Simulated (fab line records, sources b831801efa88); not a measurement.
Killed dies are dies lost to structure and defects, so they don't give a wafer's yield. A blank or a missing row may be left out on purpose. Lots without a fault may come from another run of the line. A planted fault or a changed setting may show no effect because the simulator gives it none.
fab line records | flow sky130
record lots=6 wafers=18 last_day=49
route steps=708 shown VIA1@470
lots that met no fault: from a run of the same line without faults
start_h: hours from the record's first day to the start of the lot's first wafer shown | wait_h: hours since the lot's step before | " the same as in the row above | L1.1+2: a row that stands for several wafers | - no value, or no start given | * or withheld: withheld | < > ~ a bound
route shown NAME@n: a module of which the file shows steps, and the number in the route of the first | usual: mean/standard deviation of fault-free wafers | same: alike in all rows | chamber/n: place in a boat | sites: the reading at each site | _std_site: their standard deviation | _edge_site: outer sites' mean less inner sites' | radius_mm: how far each site lies from the wafer's centre | mask NAME#n: copy n | behind: the tool/chamber that last shaped the wafer | hold: why the lot was held/for how many hours/how that ended | device: the transistor (n, p or np) that didn't switch | end of line: the same wafers' tests at the end of the route | a step without rows: its recipe alone | killed: dies lost to structure and defects at the first sort, not the wafer's yield | map: a wafer's dies, x killed, . not, _ none there
set.NAME: the setting as run; set.NAME@STEP: as run at that earlier step | model.NAME: the simulator's own value behind a step, which no gauge read
lots at some steps of the route; a table a step, a row a wafer
services: from which hour (start_h, from the record's first day; less than 0 if before it) a tool's chamber was out of use, for how many hours, and why
## steps
# step SKY_VIA1_CD_MEAS_12
# recipe target_cd_nm=150
# usual cd_nm=151.1/1.8
# columns lot.wafer tool chamber start_h wait_h cd_nm
L989.1 cd_sem-02 - 810.76 - 152.9
L989.3 " - " " 150.8
L989.4 " - " " 152.7
L992.1 cd_sem-02 - 844.06 - 149.1
L992.4 " - " " 149.6
L992.5 " - " " 150.6
L996.2 cd_sem-01 - 863.14 - 150.0
L996.3 " - " " 152.2
L996.4 " - " " 150.5
L995.1 cd_sem-01 - 864.96 - 147.6
L995.3 " - " " 149.2
L995.6 " - " " 150.3
L105.1 cd_sem-01 - 929.82 - 148.0
L105.5 " - " " 147.4
L105.6 " - " " 148.6
L106.1 cd_sem-02 - 939.11 - 155.1
L106.2 " - " " 154.1
L106.6 " - " " 153.8
# step SKY_VIA1_OVL_MEAS_13
# usual VIA1_OVL=0/4.6
# columns lot.wafer tool chamber start_h wait_h VIA1_OVL[nm]
L989.1 overlay-01 - 810.88 0.1 9
L989.3 " - " " 6
L989.4 " - " " 9
L992.1 overlay-02 - 844.18 0.1 1
L992.4 " - " " -5
L992.5 " - " " 6
L996.2 overlay-02 - 863.25 0.1 0
L996.3 " - " " -4
L996.4 " - " " -7
L995.1 overlay-02 - 865.08 0.1 -1
L995.3 " - " " -3
L995.6 " - " " 3
L105.1 overlay-01 - 929.94 0.1 2
L105.5 " - " " 2
L105.6 " - " " 1
L106.1 overlay-01 - 939.23 0.1 1
L106.2 " - " " -3
L106.6 " - " " -3
# step SKY_VIA1_ETCH_14
# recipe chemistry=N2/H2 target=BARC ion_energy_ev=200 source_w=500 bias_w=100 pressure_mtorr=30 n2_flow_sccm=100 h2_flow_sccm=200 stop_on=SiO2 time_s=45.9 target_depth_a=600
# usual drypump_motor_current_A=5.8/0.41 oes_product_au=0.854/0.0052 throttle_valve_pct=13.225/0.0088
# columns lot.wafer tool chamber start_h wait_h drypump_motor_current_A oes_product_au rf_hours_counter_h throttle_valve_pct
L989.1 rie_diel-01 2 810.91 0.0 5.8 0.850 8 13.223
L989.3 " 3 " " 5.6 0.854 30 13.221
L989.4 " 1 " " 5.4 0.844 15 13.218
L992.1 rie_diel-01 1 844.21 0.0 5.4 0.848 16 13.229
L992.4 " 1 " " 5.4 0.863 - 13.212
L992.5 " 0 " " 5.1 0.850 - 13.230
L996.2 rie_diel-04 1 863.28 0.0 5.7 0.859 5 13.224
L996.3 " 0 " " 5.7 0.858 15 13.220
L996.4 " 3 " " 5.8 0.861 12 13.232
L995.1 rie_diel-02 2 865.11 0.0 6.5 0.861 28 13.237
L995.3 " 1 " " 5.2 0.849 8 13.217
L995.6 " 2 " " 6.5 0.858 - 13.238
L105.1 rie_diel-02 3 929.98 0.0 5.8 0.858 4 13.229
L105.5 " 3 " " 5.8 0.859 - 13.209
L105.6 " 0 " " 6.0 0.854 - 13.209
L106.1 rie_diel-02 2 939.26 0.0 6.5 0.849 1 13.230
L106.2 " 3 " " 5.8 0.860 5 13.217
L106.6 " 2 " " 6.5 0.855 - 13.233
# step SKY_VIA1_ETCH_15
# recipe target=SiO2 chemistry=C4F8/O2/Ar target_depth_nm=351 stop_on=TiN mask_material=KrF-thick source_w=1500 bias_w=1200 pressure_mtorr=40 c4f8_flow_sccm=withheld O2_flow_sccm=6 Ar_flow_sccm=300 time_s=54
# usual oes_product_au=0.979/0.0061
# columns lot.wafer tool chamber start_h wait_h oes_product_au rf_hours_counter_h
L989.1 rie_diel-01 2 810.95 0.0 0.979 8
L989.3 " 3 " " 0.976 30
L989.4 " 1 " " 0.978 15
L992.1 rie_diel-01 1 844.25 0.0 0.979 16
L992.4 " 1 " " 0.987 -
L992.5 " 0 " " 0.983 -
L996.2 rie_diel-04 1 863.82 0.5 0.979 5
L996.3 " 0 " " 0.972 15
L996.4 " 3 " " 0.978 12
L995.1 rie_diel-02 2 865.15 0.0 0.984 28
L995.3 " 1 " " 0.980 8
L995.6 " 2 " " 0.983 -
L105.1 rie_diel-02 3 930.02 0.0 0.988 4
L105.5 " 3 " " 0.985 -
L105.6 " 0 " " 0.983 -
L106.1 rie_diel-02 2 939.30 0.0 0.979 1
L106.2 " 3 " " 0.976 5
L106.6 " 2 " " 0.975 -
# step SKY_VIA1_STRIP_16
# recipe chemistry=O2/N2 power_w=1400 pressure_mtorr=1500 platen_temp_c=withheld o2_flow_sccm=3000 n2_flow_sccm=300 overash_fraction=0.5
# usual drypump_motor_current_A=5.7/0.74 oes_product_au=0.417/0.0045 strip_time_to_endpoint_s=4.476/0.022
# columns lot.wafer tool chamber start_h wait_h drypump_motor_current_A oes_product_au rf_hours_counter_h strip_time_to_endpoint_s
L989.1 plasma_asher-01 0 811.00 0.0 4.7 0.404 68 4.515
L989.3 " 0 " " 4.7 0.411 - 4.490
L989.4 " 1 " " 6.3 0.423 - 4.507
L992.1 plasma_asher-01 0 844.30 0.0 4.7 0.420 71 4.472
L992.4 " 1 " " 6.3 0.416 - 4.459
L992.5 " 1 " " 6.2 0.411 - 4.451
L996.2 plasma_asher-03 0 863.87 0.0 4.9 0.414 12 4.470
L996.3 " 0 " " 4.9 0.418 - 4.455
L996.4 " 1 " " 6.0 0.415 - 4.470
L995.1 plasma_asher-03 0 865.20 0.0 4.9 0.409 12 4.448
L995.3 " 0 " " 4.9 0.412 - 4.470
L995.6 " 1 " " 5.9 0.416 - 4.473
L105.1 plasma_asher-03 0 930.07 0.0 4.9 0.420 19 4.487
L105.5 " 1 " " 6.0 0.414 - 4.504
L105.6 " 0 " " 4.9 0.419 - 4.517
L106.1 plasma_asher-01 1 939.35 0.0 6.2 0.418 81 4.514
L106.2 " 0 " " 4.7 0.414 81 4.509
L106.6 " 1 " " 6.3 0.419 - 4.503
# step SKY_VIA1_STRIP_17
# recipe chemistry=post_etch_residue_remover time_s=1200 temp_c=72.5
# step SKY_VIA1_CLEAN_18
# recipe chemistry=IPA time_s=180 temp_c=25
# step SKY_VIA1_CLEAN_19
# recipe chemistry=O3/DIW dry=n2_spin
# step SKY_VIA1_SPUTTER_20
# recipe material=TiN target_thk_nm=20 chamber_pressure_pa=5 power_w=4000 time_s=80
# usual cathode_dc_power_W=3999.8/0.64 throttle_valve_pct=29.8/0.68
# columns lot.wafer tool chamber start_h wait_h cathode_dc_power_W throttle_valve_pct
L989.1 pvd_sputter-01 - 811.63 0.0 3999.5 30.0
L989.3 " - " " 3999.5 29.5
L989.4 " - " " 3999.9 29.0
L992.1 pvd_sputter-01 - 844.89 0.0 3999.3 29.7
L992.4 " - " " 4000.5 30.2
L992.5 " - " " 3999.9 30.5
L996.2 pvd_sputter-04 - 864.46 0.0 4000.6 30.1
L996.3 " - " " 3999.9 29.3
L996.4 " - " " 3999.8 30.7
L995.1 pvd_sputter-04 - 865.83 0.0 4000.3 29.6
L995.3 " - " " 3999.7 29.7
L995.6 " - " " 3999.4 29.6
L105.1 pvd_sputter-01 - 930.67 0.0 4000.4 29.0
L105.5 " - " " 3999.9 30.1
L105.6 " - " " 3999.2 29.0
L106.1 pvd_sputter-03 - 939.95 0.0 4001.2 30.7
L106.2 " - " " 4000.0 28.9
L106.6 " - " " 4000.6 29.1
# step SKY_VIA1_CVD_21
# recipe material=W target_thk_nm=270 time_s=80.902 temp_c=400 pressure_torr=40
# usual chamber_pressure_Torr=40.01/0.092 heater_power_w=834/99
# columns lot.wafer tool chamber start_h wait_h chamber_pressure_Torr heater_power_w since_wet_clean_h
L989.1 cvd_w-01 1 811.69 0.0 39.86 764 908
L989.3 " 0 " " 40.04 904 -
L989.4 " 1 " " 39.99 760 -
L992.1 cvd_w-01 1 844.95 0.0 40.15 764 941
L992.4 " 0 " " 39.93 897 -
L992.5 " 1 " " 40.07 759 -
L996.2 cvd_w-02 0 864.52 0.0 40.00 730 461
L996.3 " 0 " " 39.96 724 -
L996.4 " 1 " " 40.10 959 -
L995.1 cvd_w-02 1 865.89 0.0 39.97 961 462
L995.3 " 1 " " 40.13 942 -
L995.6 " 0 " " 40.07 732 -
L105.1 cvd_w-01 0 930.73 0.0 40.00 893 13
L105.5 " 0 " " 40.05 855 -
L105.6 " 1 " " 40.11 767 -
L106.1 cvd_w-01 1 940.01 0.0 40.07 793 22
L106.2 " 0 " " 39.95 857 22
L106.6 " 0 " " 39.95 880 -
# step SKY_VIA1_RS_MEAS_22
# recipe thk_meas_gauge=four-point-probe reads=W_of_VIA1_CVD_21+TiN_of_VIA1_SPUTTER_20
# usual VIA1_W_RS=0.427/0.0041
# columns lot.wafer tool chamber start_h wait_h VIA1_W_RS[ohm/sq]
L989.1 film_metro-01 - 811.91 0.2 0.427
L989.3 " - " " 0.428
L989.4 " - " " 0.426
L992.1 film_metro-02 - 845.05 0.1 0.424
L992.4 " - " " 0.428
L992.5 " - " " 0.426
L996.2 film_metro-02 - 864.63 0.1 0.428
L996.3 " - " " 0.427
L996.4 " - " " 0.425
L995.1 film_metro-03 - 865.99 0.1 0.428
L995.3 " - " " 0.428
L995.6 " - " " 0.432
L105.1 film_metro-02 - 930.82 0.1 0.424
L105.5 " - " " 0.425
L105.6 " - " " 0.425
L106.1 film_metro-02 - 940.11 0.1 0.422
L106.2 " - " " 0.425
L106.6 " - " " 0.431
# step SKY_VIA1_THK_MEAS_23
# recipe thk_meas_gauge=xrf reads=W_of_VIA1_CVD_21
# usual VIA1_W_THK=278/3.7
# columns lot.wafer tool chamber start_h wait_h VIA1_W_THK[nm]
L989.1 film_metro-01 - 812.03 0.1 278
L989.3 " - " " 275
L989.4 " - " " 278
L992.1 film_metro-02 - 845.17 0.1 281
L992.4 " - " " 279
L992.5 " - " " 280
L996.2 film_metro-02 - 864.74 0.1 279
L996.3 " - " " 279
L996.4 " - " " 281
L995.1 film_metro-03 - 866.11 0.1 274
L995.3 " - " " 274
L995.6 " - " " 273
L105.1 film_metro-02 - 930.94 0.1 283
L105.5 " - " " 282
L105.6 " - " " 283
L106.1 film_metro-02 - 940.23 0.1 284
L106.2 " - " " 283
L106.6 " - " " 278
# step SKY_VIA1_CMP_24
# recipe stop_on=SiO2 t_overpolish_s=15 down_force_psi=3.5 platen_rpm=60 target_thk_nm=0 pad_velocity_m_s=0.94248
# usual edge_zone_pressure_frac=1.000/0.0048 head_pressure_psi=3.501/0.0076 motor_current_A=11.6/1.3 overpolish_run_s=14.998/0.0098 time_to_endpoint_s=67.2/2.5
# columns lot.wafer tool chamber start_h wait_h edge_zone_pressure_frac head_pressure_psi motor_current_A overpolish_run_s time_to_endpoint_s model.W_of_VIA1_CVD_21.thk_nm model.SiO2_of_VIA1_HDPCVD_00.thk_nm
L989.3 cmp-01 1 812.09 0.0 1.005 3.501 10.8 14.991 66.5 0 342.3
L989.1 " 2 " " 0.989 3.506 11.7 14.994 64.6 0 343.3
L989.4 " 3 " " 0.999 3.492 13.6 14.996 66.0 0 340.1
L992.4 cmp-01 2 845.23 0.0 0.998 3.499 11.7 14.996 69.0 0 342.4
L992.1 " 3 " " 1.000 3.497 12.7 15.000 66.3 0 341.5
L992.5 " 3 " " 1.003 3.501 13.7 15.003 65.8 0 342.4
L996.4 cmp-01 3 864.79 0.0 - - - - - 271.9 345.6
L996.2 " 1 " " - - - - - 269.5 344.5
L996.3 " 2 " " - - - - - 270.3 345.9
L995.3 cmp-01 1 866.17 0.0 - - - - - 268.5 345.1
L995.1 " 0 " " - - - - - 268.8 345
L995.6 " 2 " " - - - - - 266.6 346.8
L105.1 cmp-02 0 931.11 0.2 0.995 3.511 13.4 14.987 70.9 0 344.7
L105.6 " 2 " " 0.992 3.512 10.2 15.002 70.2 0 343.1
L105.5 " 3 " " 0.995 3.504 10.2 14.993 69.5 0 344.7
L106.1 cmp-01 1 940.39 0.1 0.999 3.517 10.1 14.993 67.6 0 341.5
L106.2 " 2 " " 1.000 3.499 12.0 14.999 67.8 0 343.1
L106.6 " 0 " " 1.001 3.504 10.5 14.987 66.7 0 342.7
## services
# columns tool chamber start_h hours kind
pvd_sputter-01 - 787.98 2.9 repair
rie_diel-02 3 791.59 - clean
plasma_asher-03 - 805.87 1.7 repair
rie_diel-04 0 817.50 3.2 repair
rie_diel-01 3 823.16 - clean
cmp-01 - 823.34 2.7 repair
rie_diel-01 0 824.04 4.0 repair
pvd_sputter-01 - 831.88 1.1 repair
cmp-01 - 836.44 1.8 repair
cmp-01 - 836.74 0.4 repair
rie_diel-04 - 846.25 0.6 repair
cmp-02 - 856.57 5.7 pm
pvd_sputter-01 - 861.93 0.6 repair
rie_diel-04 - 879.15 1.1 repair
pvd_sputter-04 - 887.68 1.5 repair
pvd_sputter-01 - 895.57 10.5 repair
rie_diel-02 2 895.93 - clean
rie_diel-02 2 895.93 20.8 scheduled_down
rie_diel-02 2 895.93 20.8 vent_cycle
cvd_w-01 - 904.00 14.0 pm
cmp-02 - 910.91 1.6 repair
cmp-02 - 912.51 4.0 pm
rie_diel-02 1 924.99 16.3 repair
cmp-02 - 938.62 0.6 repair
## key
first_sign step=SKY_VIA1_CMP_24 reading=tool_record direction=missing
effect none on later readings
model_effect step=SKY_VIA1_CMP_24 value=W_of_VIA1_CVD_21.thk_nm without=0 struck=269.3
met_at SKY_VIA1_CMP_24
struck_wafers L995.1,L995.3,L995.6,L996.2,L996.3,L996.4
later_rows_left_out L995.1,L995.3,L995.6,L996.2,L996.3,L996.4
sort_left_out L995.1,L995.3,L995.6,L996.2,L996.3,L996.4
onset_between 845.23 864.79
fault kind=skipped_step_whole tool=cmp-01 chamber=- onset_h=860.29 steps=SKY_VIA1_CMP_24 scope=struck_lots_only
# sort_left_out: the simulated sort isn't trusted on such a fault, so these wafers' sort isn't shown, and their yield isn't known
# later_rows_left_out: the simulator's readings of these wafers behind a module that went badly wrong aren't trusted and aren't shown, but for the sort
